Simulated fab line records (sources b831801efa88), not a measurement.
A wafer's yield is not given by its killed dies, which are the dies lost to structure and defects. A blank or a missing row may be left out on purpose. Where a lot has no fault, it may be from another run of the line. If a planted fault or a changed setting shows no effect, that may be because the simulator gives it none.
fab line records ; flow sky130
record lots=6; wafers=18; last_day=50
route steps=708 shown METAL5@664 PAD_OPEN@708
lots that met no fault: from a run of the same line without faults
start_h: start of the lot's first displayed wafer, in hours after the record's first day ; wait_h: hours since the lot's step before ; " unchanged from the row above ; L1.1+2: one row covering several wafers at once ; - either no value or no given start ; * or withheld: withheld ; < > ~ a bound
route shown NAME@n: names a module that has steps shown in the file, with the first one's number in the route ; usual: average and standard deviation across the fault-free wafers ; same: alike in all rows ; chamber/n: place in a boat ; sites: per-site readings ; _std_site: their standard deviation ; _edge_site: inner sites' mean taken away from outer sites' mean ; radius_mm: for every site, how far away it sits from the centre of the wafer ; mask NAME#n: copy n ; behind: tool/chamber where the wafer was last shaped ; hold: why the lot went on hold/how many hours it stayed there/how the hold came to an end ; device: whichever transistor did not switch (one of n, p or np) ; end of line: tests run on the same wafers once the route is complete ; where a step has no rows: the recipe by itself ; killed: count of dies lost to structure and defects at first sort (not the wafer's yield) ; map: a wafer's dies, x killed, . not, _ none there
set.NAME: the run value of the setting; set.NAME@STEP: its run value at that earlier step ; model.NAME: the simulator's own value behind a step, which no gauge read
certain route steps with their lots: each step a table, each wafer a row
services: from which hour (start_h, from the record's first day; less than 0 if before it) a tool's chamber was out of use, for how many hours, and why
## steps
# step SKY_METAL5_SPUTTER_03
# recipe material=Ti; target_thk_nm=5; power_w=3000; time_s=3.3; chamber_pressure_pa=0.4
# usual cathode_dc_power_W=3000.0/0.53; throttle_valve_pct=30.3/0.92
lot.wafer;tool;chamber;start_h;wait_h;cathode_dc_power_W;throttle_valve_pct
L415.1;pvd_sputter-02;-;1028.52;0.0;3000.1;29.2
L415.5;pvd_sputter-02;-;1028.52;0.0;2999.4;29.1
L415.6;pvd_sputter-02;-;1028.52;0.0;3000.1;30.8
L416.1;pvd_sputter-04;-;1036.80;0.0;3000.1;28.8
L416.2;pvd_sputter-04;-;1036.80;0.0;2999.7;30.8
L416.5;pvd_sputter-04;-;1036.80;0.0;3000.1;31.1
L420.3;pvd_sputter-04;-;1066.07;0.0;3000.1;30.9
L420.5;pvd_sputter-04;-;1066.07;0.0;3000.3;29.0
L420.6;pvd_sputter-04;-;1066.07;0.0;2999.2;30.9
L423.1;pvd_sputter-04;-;1080.44;0.0;3000.6;30.6
L423.2;pvd_sputter-04;-;1080.44;0.0;3000.2;31.0
L423.5;pvd_sputter-04;-;1080.44;0.0;3000.7;30.6
L426.1;pvd_sputter-02;-;1107.08;0.0;3000.0;29.3
L426.4;pvd_sputter-02;-;1107.08;0.0;3000.2;29.3
L426.6;pvd_sputter-02;-;1107.08;0.0;3000.3;31.1
L434.1;pvd_sputter-04;-;1155.99;0.0;2998.9;30.7
L434.3;pvd_sputter-04;-;1155.99;0.0;2999.9;30.9
L434.6;pvd_sputter-04;-;1155.99;0.0;2999.8;29.0
# step SKY_METAL5_SPUTTER_04
# recipe material=TiN; target_thk_nm=70; power_w=6500; time_s=58.3; chamber_pressure_pa=0.4
# usual cathode_dc_power_W=6500.1/1.2; throttle_valve_pct=30.3/0.92
lot.wafer;tool;chamber;start_h;wait_h;cathode_dc_power_W;throttle_valve_pct
L415.1;pvd_sputter-02;-;1028.54;0.0;6499.9;29.3
L415.5;pvd_sputter-02;-;1028.54;0.0;6499.7;29.0
L415.6;pvd_sputter-02;-;1028.54;0.0;6499.0;30.8
L416.1;pvd_sputter-04;-;1036.82;0.0;6501.0;29.0
L416.2;pvd_sputter-04;-;1036.82;0.0;6499.9;30.7
L416.5;pvd_sputter-04;-;1036.82;0.0;6500.2;31.0
L420.3;pvd_sputter-04;-;1066.09;0.0;6499.9;30.8
L420.5;pvd_sputter-04;-;1066.09;0.0;6501.8;29.2
L420.6;pvd_sputter-04;-;1066.09;0.0;6500.5;30.9
L423.1;pvd_sputter-04;-;1080.45;0.0;6497.2;30.7
L423.2;pvd_sputter-04;-;1080.45;0.0;6500.4;30.7
L423.5;pvd_sputter-04;-;1080.45;0.0;6499.5;30.9
L426.1;pvd_sputter-02;-;1107.09;0.0;6501.4;29.3
L426.4;pvd_sputter-02;-;1107.09;0.0;6502.5;29.3
L426.6;pvd_sputter-02;-;1107.09;0.0;6499.7;31.0
L434.1;pvd_sputter-04;-;1156.01;0.0;6499.9;30.8
L434.3;pvd_sputter-04;-;1156.01;0.0;6498.8;31.1
L434.6;pvd_sputter-04;-;1156.01;0.0;6498.9;29.0
# step SKY_METAL5_RS_MEAS_05
# recipe thk_meas_gauge=four-point-probe; reads=TiN_of_METAL5_SPUTTER_04+Ti_of_METAL5_SPUTTER_03+AlCu_of_METAL5_SPUTTER_02+TiN_of_METAL5_SPUTTER_01+Ti_of_METAL5_SPUTTER_00
# usual METAL5_ALCU_RS=0.02705/0.00025
lot.wafer;tool;chamber;start_h;wait_h;METAL5_ALCU_RS[ohm/sq]
L415.1;film_metro-04;-;1028.59;0.0;0.02682
L415.5;film_metro-04;-;1028.59;0.0;0.02684
L415.6;film_metro-04;-;1028.59;0.0;0.02674
L416.1;film_metro-01;-;1036.86;0.0;0.02684
L416.2;film_metro-01;-;1036.86;0.0;0.02706
L416.5;film_metro-01;-;1036.86;0.0;0.02689
L420.3;film_metro-01;-;1066.18;0.1;0.0275
L420.5;film_metro-01;-;1066.18;0.1;0.02746
L420.6;film_metro-01;-;1066.18;0.1;0.02738
L423.1;film_metro-01;-;1080.50;0.0;0.02682
L423.2;film_metro-01;-;1080.50;0.0;0.02682
L423.5;film_metro-01;-;1080.50;0.0;0.02676
L426.1;film_metro-04;-;1107.14;0.0;0.027
L426.4;film_metro-04;-;1107.14;0.0;0.02687
L426.6;film_metro-04;-;1107.14;0.0;0.02667
L434.1;film_metro-02;-;1156.05;0.0;0.02645
L434.3;film_metro-02;-;1156.05;0.0;0.0265
L434.6;film_metro-02;-;1156.05;0.0;0.02673
# step SKY_METAL5_THK_MEAS_06
# recipe thk_meas_gauge=xrf; reads=AlCu_of_METAL5_SPUTTER_02
# usual METAL5_ALCU_THK=1148/16
lot.wafer;tool;chamber;start_h;wait_h;METAL5_ALCU_THK[nm]
L415.1;film_metro-04;-;1028.71;0.1;1169
L415.5;film_metro-04;-;1028.71;0.1;1174
L415.6;film_metro-04;-;1028.71;0.1;1171
L416.1;film_metro-01;-;1036.98;0.1;1156
L416.2;film_metro-01;-;1036.98;0.1;1159
L416.5;film_metro-01;-;1036.98;0.1;1161
L420.3;film_metro-01;-;1066.28;0.1;1134
L420.5;film_metro-01;-;1066.28;0.1;1139
L420.6;film_metro-01;-;1066.28;0.1;1144
L423.1;film_metro-01;-;1080.62;0.1;1165
L423.2;film_metro-01;-;1080.62;0.1;1168
L423.5;film_metro-01;-;1080.62;0.1;1165
L426.1;film_metro-04;-;1107.26;0.1;1162
L426.4;film_metro-04;-;1107.26;0.1;1165
L426.6;film_metro-04;-;1107.26;0.1;1173
L434.1;film_metro-02;-;1156.17;0.1;1156
L434.3;film_metro-02;-;1156.17;0.1;1149
L434.6;film_metro-02;-;1156.17;0.1;1147
# step SKY_METAL5_DEHYDRATE_07
# recipe temp_c=200; time_s=60
# step SKY_METAL5_HMDS_08
# recipe prime_time_s=60; prime_temp_c=120
# step SKY_METAL5_COAT_09
# recipe resist=NOVOLAK; spin_rpm=3000; resist_thk_nm=1800
# step SKY_METAL5_SOFTBAKE_10
# recipe temp_c=90; time_s=61.79; resist=NOVOLAK
# usual heater_power_total_W=56.51/0.055; plate_sensor_t_centre_C=90.758/0.0099; plate_sensor_t_edge_C=90.830/0.011
lot.wafer;tool;chamber;start_h;wait_h;heater_power_total_W;plate_sensor_t_centre_C;plate_sensor_t_edge_C
L415.1;litho_track-03;0;1039.44;0.1;56.57;90.737;90.834
L415.5;litho_track-03;0;1039.44;0.1;56.54;90.767;90.810
L415.6;litho_track-03;0;1039.44;0.1;56.54;90.760;90.838
L416.1;litho_track-01;0;1048.12;0.1;56.54;90.775;90.820
L416.2;litho_track-01;0;1048.12;0.1;56.45;90.766;90.842
L416.5;litho_track-01;0;1048.12;0.1;56.44;90.767;90.849
L420.3;litho_track-04;0;1076.71;0.1;56.50;90.751;90.841
L420.5;litho_track-04;0;1076.71;0.1;56.48;90.742;90.834
L420.6;litho_track-04;0;1076.71;0.1;56.49;90.749;90.835
L423.1;litho_track-04;0;1091.16;0.1;56.52;90.772;90.827
L423.2;litho_track-04;0;1091.16;0.1;56.55;90.760;90.838
L423.5;litho_track-04;0;1091.16;0.1;56.56;90.759;90.808
L426.1;litho_track-01;0;1116.47;0.1;56.52;90.771;90.824
L426.4;litho_track-01;0;1116.47;0.1;56.52;90.758;90.834
L426.6;litho_track-01;0;1116.47;0.1;56.38;90.764;90.829
L434.1;litho_track-03;0;1164.74;0.1;56.61;90.745;90.825
L434.3;litho_track-03;0;1164.74;0.1;56.56;90.762;90.823
L434.6;litho_track-03;0;1164.74;0.1;56.37;90.755;90.820
# step SKY_METAL5_EXPOSE_11
# recipe mask_id=MM5; na=0.6; source_shape=conventional; sigma_outer=0.6; polarization=unpolarized; target_cd_nm=1600; dose_mj=190
# step SKY_METAL5_PEB_12
# recipe temp_c=withheld; time_s=*; resist=NOVOLAK
# step SKY_METAL5_DEVELOP_13
# recipe resist=NOVOLAK; developer=TMAH; develop_time_s=60; dev_temp_c=23
# step SKY_METAL5_DESCUM_14
# recipe chemistry=O2; source_power_w=150; bias_power_w=0; pressure_mtorr=10; temp_c=40; time_s=11
# usual drypump_motor_current_A=5.7/0.55; oes_product_au=1.000/0.0094
lot.wafer;tool;chamber;start_h;wait_h;drypump_motor_current_A;oes_product_au;rf_hours_counter_h
L415.1;rie_metal-04;1;1050.19;0.1;5.5;1.003;17
L415.5;rie_metal-04;0;1050.19;0.1;6.0;0.982;-
L415.6;rie_metal-04;1;1050.19;0.1;5.5;0.999;-
L416.1;rie_metal-01;0;1058.07;0.1;6.4;1.005;25
L416.2;rie_metal-01;1;1058.07;0.1;6.4;1.000;18
L416.5;rie_metal-01;0;1058.07;0.1;6.4;1.013;-
L420.3;rie_metal-01;1;1087.12;0.1;6.4;1.005;-
L420.5;rie_metal-01;1;1087.12;0.1;6.4;1.010;-
L420.6;rie_metal-01;1;1087.12;0.1;6.4;0.998;-
L423.1;rie_metal-01;1;1101.37;0.1;6.4;1.001;24
L423.2;rie_metal-01;0;1101.37;0.1;6.4;0.999;1
L423.5;rie_metal-01;1;1101.37;0.1;6.4;1.005;-
L426.1;rie_metal-02;0;1126.07;0.1;5.2;0.996;23
L426.4;rie_metal-02;1;1126.07;0.1;5.0;1.010;-
L426.6;rie_metal-02;0;1126.07;0.1;5.2;0.995;-
L434.1;rie_metal-02;1;1173.27;0.1;5.0;1.000;26
L434.3;rie_metal-02;1;1173.27;0.1;5.0;1.010;-
L434.6;rie_metal-02;1;1173.27;0.1;5.0;1.003;-
# step SKY_METAL5_METAL_ETCH_15
# recipe target_depth_a=12600; stop_on=SiO2; over_etch_frac=0.2; time_s=252; chemistry=Cl2/BCl3; resist_sidewall_deg=86; pressure_mtorr=10; icp_w=900; bias_w=48.5; Cl2_flow_sccm=60; bcl3_flow_sccm=30
# usual drypump_motor_current_A=5.7/0.56; oes_product_au=0.894/0.0053; rf_fwd_power_W=896.9/2.9; throttle_valve_pct=22.263/0.0098
lot.wafer;tool;chamber;start_h;wait_h;drypump_motor_current_A;oes_product_au;rf_fwd_power_W;rf_hours_counter_h;throttle_valve_pct;model.NOVOLAK_of_METAL5_COAT_09.thk_nm;model.METAL5.cd_nm;model.SiO2_of_VIA4_HDPCVD_00.thk_nm
L415.1;rie_metal-04;1;1050.23;0.0;5.5;0.892;901.9;17;22.250;1032;1602;549.5
L415.5;rie_metal-04;0;1050.23;0.0;6.0;0.899;894.5;-;22.285;1038;1604;548.3
L415.6;rie_metal-04;1;1050.23;0.0;5.5;0.902;900.2;-;22.266;1037;1601;549.1
L416.1;rie_metal-01;0;1058.11;0.0;6.4;0.891;897.1;25;22.268;1024;1596;550
L416.2;rie_metal-01;1;1058.11;0.0;6.4;0.895;895.5;18;22.282;1023;1602;550
L416.5;rie_metal-01;0;1058.11;0.0;6.4;0.890;900.4;-;22.275;1029;1596;549.5
L420.3;rie_metal-01;1;1087.32;0.2;6.4;0.899;1041.3;-;22.256;921.4;1592;546.8
L420.5;rie_metal-01;1;1087.32;0.2;6.4;0.890;1036.4;-;22.273;931.3;1591;546.3
L420.6;rie_metal-01;1;1087.32;0.2;6.4;0.901;1036.7;-;22.258;929.8;1588;545.6
L423.1;rie_metal-01;1;1101.41;0.0;6.5;0.894;1043.0;24;22.265;930.7;1590;546.2
L423.2;rie_metal-01;0;1101.41;0.0;6.4;0.892;896.3;1;22.265;1027;1596;549.2
L423.5;rie_metal-01;1;1101.41;0.0;6.4;0.900;1039.1;-;22.254;926.8;1592;546.7
L426.1;rie_metal-02;0;1126.11;0.0;5.2;0.887;903.3;23;22.260;1053;1604;549.3
L426.4;rie_metal-02;1;1126.11;0.0;5.0;0.897;896.2;-;22.261;1037;1597;549.1
L426.6;rie_metal-02;0;1126.11;0.0;5.2;0.885;899.5;-;22.266;1046;1603;547.5
L434.1;rie_metal-02;1;1173.34;0.1;5.0;0.888;895.0;26;22.277;1026;1601;549.3
L434.3;rie_metal-02;1;1173.34;0.1;5.0;0.896;894.1;-;22.247;1034;1602;547.9
L434.6;rie_metal-02;1;1173.34;0.1;5.0;0.895;896.5;-;22.272;1037;1601;548.9
# step SKY_METAL5_STRIP_16
# recipe chemistry=O2/N2; power_w=1400; pressure_mtorr=1500; platen_temp_c=withheld; o2_flow_sccm=3000; n2_flow_sccm=300; overash_fraction=0.5
# usual drypump_motor_current_A=5.68/0.22; oes_product_au=0.710/0.0043; strip_time_to_endpoint_s=13.07/0.13
lot.wafer;tool;chamber;start_h;wait_h;drypump_motor_current_A;oes_product_au;rf_hours_counter_h;strip_time_to_endpoint_s
L415.1;plasma_asher-04;0;1050.46;0.2;5.80;0.713;93;13.05
L415.5;plasma_asher-04;0;1050.46;0.2;5.78;0.715;-;13.12
L415.6;plasma_asher-04;1;1050.46;0.2;5.51;0.708;-;13.10
L416.1;plasma_asher-04;1;1058.34;0.2;5.56;0.720;94;12.94
L416.2;plasma_asher-04;0;1058.34;0.2;5.87;0.709;94;12.92
L416.5;plasma_asher-04;1;1058.34;0.2;5.56;0.704;-;13.00
L420.3;plasma_asher-02;0;1087.67;0.3;5.24;0.714;-;11.82
L420.5;plasma_asher-02;1;1087.67;0.3;6.13;0.701;-;11.93
L420.6;plasma_asher-02;0;1087.67;0.3;5.25;0.705;-;11.93
L423.1;plasma_asher-03;1;1101.64;0.2;5.68;0.713;3;11.91
L423.2;plasma_asher-03;0;1101.64;0.2;5.67;0.718;3;12.98
L423.5;plasma_asher-03;0;1101.64;0.2;5.67;0.710;-;11.88
L426.1;plasma_asher-02;1;1126.34;0.2;6.12;0.705;41;13.25
L426.4;plasma_asher-02;0;1126.34;0.2;5.24;0.713;-;13.08
L426.6;plasma_asher-02;0;1126.34;0.2;5.23;0.711;-;13.20
L434.1;plasma_asher-03;1;1173.81;0.4;5.70;0.712;11;12.94
L434.3;plasma_asher-03;0;1173.81;0.4;5.65;0.715;-;13.06
L434.6;plasma_asher-03;0;1173.81;0.4;5.70;0.713;-;13.10
# step SKY_METAL5_STRIP_17
# recipe chemistry=post_etch_residue_remover; time_s=1200; temp_c=72.5
# step SKY_PAD_OPEN_PROBE_99
# usual defect_limited_yield=82.6/2.1; killed_at_M0_to_M3=44/7.5; killed_at_M4_up=3.1/1.7; killed_at_contacts=24/6.2; killed_at_front_end=15/4.2; killed_at_other=0.4/0.58; killed_dies=85/10; killed_open=47/7.7; killed_short=38/6.4; sort_bin_3_pad_short=0.8/0.41; sort_bin_5_function=10.3/1.7; sort_bin_6_memory=6.2/1.1; sort_n_pass=407/10; sort_yield_pct=82.6/2.1
# same gross_dies=492; killed_at_back_side=0; sort_bin_4_leakage[%]=0; sort_bin_8_speed[%]=0
lot.wafer;tool;chamber;start_h;wait_h;defect_limited_yield[%];killed_at_M0_to_M3;killed_at_M4_up;killed_at_contacts;killed_at_front_end;killed_at_other;killed_dies;killed_open;killed_short;sort_bin_3_pad_short[%];sort_bin_5_function[%];sort_bin_6_memory[%];sort_n_pass;sort_yield_pct[%];model.etest.met5.width_nm
L415.1;prober-01;-;1095.54;0.1;81.1;61;2;16;13;1;93;38;55;1.0;11.4;6.5;399;81.1;1601
L415.5;prober-01;-;1095.74;0.2;81.7;54;4;16;16;0;90;56;34;0.4;11.4;6.5;402;81.7;1605
L415.6;prober-01;-;1095.79;0.2;77.8;50;8;30;21;0;109;64;45;1.0;12.8;8.3;383;77.8;1602
L416.1;prober-02;-;1103.62;0.1;80.7;61;0;23;11;0;95;41;54;1.6;11.0;6.7;397;80.7;1594
L416.2;prober-02;-;1103.67;0.1;83.9;39;2;20;18;0;79;43;36;0.2;9.1;6.7;413;83.9;1603
L416.5;prober-02;-;1103.82;0.2;82.1;46;1;21;20;0;88;52;36;0.4;12.2;5.3;404;82.1;1596
L420.3;prober-02;-;1130.00;0.2;80.5;48;5;30;13;0;96;53;43;1.0;11.2;7.3;396;80.5;1589
L420.5;prober-02;-;1130.10;0.2;83.1;39;5;25;14;0;83;51;31;0.8;8.3;7.7;409;83.1;1592
L420.6;prober-02;-;1130.15;0.2;82.5;41;6;26;11;2;86;44;42;0.8;9.1;7.5;406;82.5;1589
L423.1;prober-01;-;1142.52;0.1;86.2;33;6;23;6;0;68;37;31;1.0;8.7;4.1;424;86.2;1592
L423.2;prober-01;-;1142.57;0.1;85.0;34;3;25;12;0;74;42;31;0.4;9.3;5.3;418;85.0;1597
L423.5;prober-01;-;1142.72;0.2;84.8;37;8;15;15;0;75;45;29;0.2;8.7;6.3;417;84.8;1591
L426.1;prober-02;-;1166.18;0.1;81.1;52;5;21;15;0;93;48;45;1.2;10.2;7.5;399;81.1;1602
L426.4;prober-02;-;1166.33;0.2;80.1;53;5;22;18;0;98;55;43;1.4;10.8;7.7;394;80.1;1599
L426.6;prober-02;-;1166.43;0.2;75.8;58;4;42;15;0;119;74;45;0.6;16.5;7.1;373;75.8;1605
L434.1;prober-01;-;1207.99;0.1;78.9;64;1;24;15;0;104;55;49;1.0;13.8;6.3;388;78.9;1602
L434.3;prober-01;-;1208.09;0.2;80.7;45;3;34;12;1;95;60;35;0.8;10.6;7.9;397;80.7;1599
L434.6;prober-01;-;1208.24;0.2;82.7;39;3;26;17;0;85;46;39;0.8;10.0;6.5;407;82.7;1599
# killed by level:class
L415.1 VIA1:geometric_particle:open=14 METAL1:geometric_particle:short=10 METAL2:geometric_particle:short=8 VIA1:geometric_particle:short=8 VIA3:geometric_particle:short=7 POLY_GATE:geometric_particle:short=6 LI_CONTACT:geometric_particle:short=5 VIA2:geometric_particle:open=5
L415.5 VIA1:geometric_particle:open=17 VIA1:geometric_particle:short=9 CONTACT:geometric_particle:open=8 VIA2:geometric_particle:open=8 POLY_GATE:geometric_particle:short=5 POLY_GATE:geometric_particle:open=5 METAL1:geometric_particle:short=4 METAL2:geometric_particle:short=4
L415.6 VIA1:geometric_particle:open=16 CONTACT:geometric_particle:open=9 LI_CONTACT:geometric_particle:open=8 VIA3:geometric_particle:open=8 CONTACT:geometric_particle:short=7 METAL2:geometric_particle:short=6 POLY_GATE:geometric_particle:short=6 VIA2:geometric_particle:open=6
L416.1 METAL1:geometric_particle:short=10 LI_CONTACT:geometric_particle:open=10 VIA1:geometric_particle:open=8 VIA1:geometric_particle:short=8 METAL2:geometric_particle:short=8 VIA3:geometric_particle:short=7 VIA3:geometric_particle:open=7 CONTACT:geometric_particle:short=6
L416.2 VIA3:geometric_particle:open=10 VIA1:geometric_particle:open=7 VIA2:geometric_particle:open=6 CONTACT:geometric_particle:open=6 LOCAL_INTERCONNECT:geometric_particle:short=6 CONTACT:geometric_particle:short=5 FIELD_ISO:geometric_particle:open=4 SPACER:geometric_particle:short=4
L416.5 VIA2:geometric_particle:open=10 CONTACT:geometric_particle:open=9 LI_CONTACT:geometric_particle:open=7 METAL1:geometric_particle:short=7 VIA1:geometric_particle:short=7 VIA1:geometric_particle:open=6 FIELD_ISO:geometric_particle:short=5 FIELD_ISO:geometric_particle:open=4
L420.3 VIA1:geometric_particle:open=15 CONTACT:geometric_particle:open=14 LOCAL_INTERCONNECT:geometric_particle:short=8 METAL1:geometric_particle:short=8 VIA3:geometric_particle:open=8 VIA1:geometric_particle:short=6 METAL4:geometric_particle:short=5 POLY_GATE:geometric_particle:open=4
L420.5 VIA1:geometric_particle:open=10 LI_CONTACT:geometric_particle:open=8 CONTACT:geometric_particle:open=7 CONTACT:geometric_particle:short=5 VIA3:geometric_particle:short=5 VIA2:geometric_particle:open=5 VIA3:geometric_particle:open=5 VIA1:geometric_particle:short=4
L420.6 VIA1:geometric_particle:open=11 CONTACT:geometric_particle:open=9 LOCAL_INTERCONNECT:geometric_particle:short=6 CONTACT:geometric_particle:short=6 METAL2:geometric_particle:short=6 VIA2:geometric_particle:short=5 VIA3:geometric_particle:open=4 POLY_GATE:geometric_particle:open=3
L423.1 VIA1:geometric_particle:open=13 CONTACT:geometric_particle:open=8 LI_CONTACT:geometric_particle:open=6 METAL1:geometric_particle:short=5 LOCAL_INTERCONNECT:geometric_particle:short=4 VIA2:geometric_particle:open=4 METAL4:geometric_particle:short=4 POLY_GATE:geometric_particle:short=3
L423.2 VIA1:geometric_particle:open=13 LI_CONTACT:geometric_particle:open=12 METAL1:geometric_particle:short=7 CONTACT:geometric_particle:open=6 METAL2:geometric_particle:short=4 CONTACT:geometric_particle:short=4 VIA1:geometric_particle:short=3 FIELD_ISO:geometric_particle:open=2
L423.5 VIA1:geometric_particle:open=7 CONTACT:geometric_particle:open=6 METAL1:geometric_particle:short=6 VIA2:geometric_particle:open=6 METAL4:geometric_particle:short=5 VIA3:geometric_particle:open=5 FIELD_ISO:geometric_particle:open=4 LI_CONTACT:geometric_particle:open=4
L426.1 VIA1:geometric_particle:open=10 VIA2:geometric_particle:open=9 VIA3:geometric_particle:open=8 METAL2:geometric_particle:short=7 FIELD_ISO:geometric_particle:short=5 CONTACT:geometric_particle:short=5 CONTACT:geometric_particle:open=5 METAL1:geometric_particle:short=5
L426.4 VIA1:geometric_particle:open=15 LI_CONTACT:geometric_particle:open=10 METAL2:geometric_particle:short=9 CONTACT:geometric_particle:short=7 FIELD_ISO:geometric_particle:short=6 VIA2:geometric_particle:open=6 VIA3:geometric_particle:open=6 METAL1:geometric_particle:short=5
L426.6 CONTACT:geometric_particle:open=16 VIA1:geometric_particle:open=12 LI_CONTACT:geometric_particle:open=11 VIA2:geometric_particle:open=11 VIA3:geometric_particle:open=9 CONTACT:geometric_particle:short=6 VIA3:geometric_particle:short=6 FIELD_ISO:geometric_particle:open=5
L434.1 VIA1:geometric_particle:open=11 VIA3:geometric_particle:open=10 VIA2:geometric_particle:open=9 METAL2:geometric_particle:short=9 LI_CONTACT:geometric_particle:open=8 CONTACT:geometric_particle:open=6 METAL1:geometric_particle:short=6 POLY_GATE:geometric_particle:short=5
L434.3 CONTACT:geometric_particle:open=20 VIA1:geometric_particle:open=10 VIA2:geometric_particle:open=10 LI_CONTACT:geometric_particle:open=6 METAL1:geometric_particle:short=5 VIA3:geometric_particle:open=5 POLY_GATE:geometric_particle:short=4 CONTACT:geometric_particle:short=4
L434.6 CONTACT:geometric_particle:open=13 VIA1:geometric_particle:open=9 VIA3:geometric_particle:open=8 POLY_GATE:geometric_particle:short=6 POLY_GATE:geometric_particle:open=5 VIA2:geometric_particle:open=5 CONTACT:geometric_particle:short=5 FIELD_ISO:geometric_particle:short=4
## services
tool;chamber;start_h;hours;kind
pvd_sputter-04;3;1042.88;-;consumable_replace:kit
pvd_sputter-04;3;1042.88;18.0;scheduled_down
pvd_sputter-04;3;1042.88;18.0;vent_cycle
rie_metal-02;-;1053.82;0.5;repair
plasma_asher-03;-;1055.25;9.0;pm
rie_metal-02;-;1062.40;14.6;pm
rie_metal-01;0;1070.29;-;clean
rie_metal-01;0;1070.29;19.3;scheduled_down
rie_metal-01;0;1070.29;19.3;vent_cycle
pvd_sputter-04;-;1070.64;1.6;repair
plasma_asher-02;-;1075.28;0.8;repair
pvd_sputter-02;1;1105.22;-;consumable_replace:kit
pvd_sputter-02;1;1105.22;18.0;scheduled_down
pvd_sputter-02;1;1105.22;18.0;vent_cycle
rie_metal-01;-;1109.55;0.8;repair
pvd_sputter-04;2;1121.38;-;consumable_replace:kit
pvd_sputter-04;2;1121.38;18.0;scheduled_down
pvd_sputter-04;2;1121.38;18.0;vent_cycle
plasma_asher-04;-;1121.70;2.8;pm
plasma_asher-02;-;1127.48;2.8;pm
rie_metal-02;0;1157.70;-;clean
rie_metal-02;0;1157.70;-;consumable_replace:focus_ring
rie_metal-02;0;1157.70;22.1;scheduled_down
rie_metal-02;0;1157.70;22.1;vent_cycle
## key
first_sign step=SKY_METAL5_METAL_ETCH_15; reading=rf_fwd_power_W; direction=up; sigmas=48; usual=896.9; struck=1039.3
effect step=SKY_METAL5_STRIP_16; reading=strip_time_to_endpoint_s; direction=down; sigmas=9.3; usual=*; struck=*
model_effect step=SKY_METAL5_METAL_ETCH_15; value=NOVOLAK_of_METAL5_COAT_09.thk_nm; without=1030; struck=928
model_effect step=SKY_PAD_OPEN_PROBE_99; value=etest.met5.width_nm; without=1604; struck=1590
met_at SKY_METAL5_METAL_ETCH_15
struck_wafers L420.3,L420.5,L420.6,L423.1,L423.5
onset_between 1058.11 1087.32
fault kind=process_parameter_drift; tool=rie_metal-01; chamber=1; onset_h=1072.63; steps=SKY_METAL5_METAL_ETCH_15; channel=icp_w; offset=144; shape=step; end_h=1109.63; acts_in=these_recipes_only; stated=900
